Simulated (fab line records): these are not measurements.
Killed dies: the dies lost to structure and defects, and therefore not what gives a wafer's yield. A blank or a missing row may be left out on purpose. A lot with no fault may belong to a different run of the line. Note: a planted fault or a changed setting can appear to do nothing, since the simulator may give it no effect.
Matching of chambers    flow sky130    SKY_LI_CONTACT_HDPCVD_00 on hdpcvd-02 has 3 sister chambers
The step deposits PSG, target thk 930 nm, time 155 s. 3 wafers are shown with their chamber, then 8 later ones without.

WAFERS, EACH WITH ITS CHAMBER
wafer   chamber  run length s (s)
L896.4  0        182.9
L896.5  2        182.3
L897.1  1        182.7

WAFERS MISSING THEIR CHAMBER
wafer   run length s (s)
L897.3  182.2
L897.5  181.9
L898.4  181.9
L898.5  182.7
L898.6  183.6
L899.2  183.2
L899.5  183.0
L899.6  182.4

EACH ONE'S CHAMBER
wafer   from the rows above           in truth
L897.3  can't be placed: 2 or 1 or 0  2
L897.5  can't be placed: 2 or 1 or 0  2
L898.4  can't be placed: 2 or 1 or 0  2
L898.5  can't be placed: 1 or 0 or 2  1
L898.6  can't be placed: 0 or 1 or 2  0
L899.2  can't be placed: 0 or 1 or 2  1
L899.5  can't be placed: 0 or 1 or 2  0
L899.6  can't be placed: 2 or 1 or 0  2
0 of 8 placed correctly. From these rows, 8 cannot be placed; in 8 the true chamber is one of the candidates. Placed wrongly: 0.
How it was worked out, from the rows above alone: a wafer's distance from a chamber is the root of the sum, over the readings, of the square of ((its reading less the chamber's mean) divided by the reading's scatter). If the next closest chamber is less than 2 further off than the closest, the wafer can't be placed; otherwise it belongs to the closest. For every chamber, the mean is computed from those of its wafers that are shown. The scatter: root of mean squared gap, hidden wafer to nearest shown wafer, with one shown wafer a chamber.
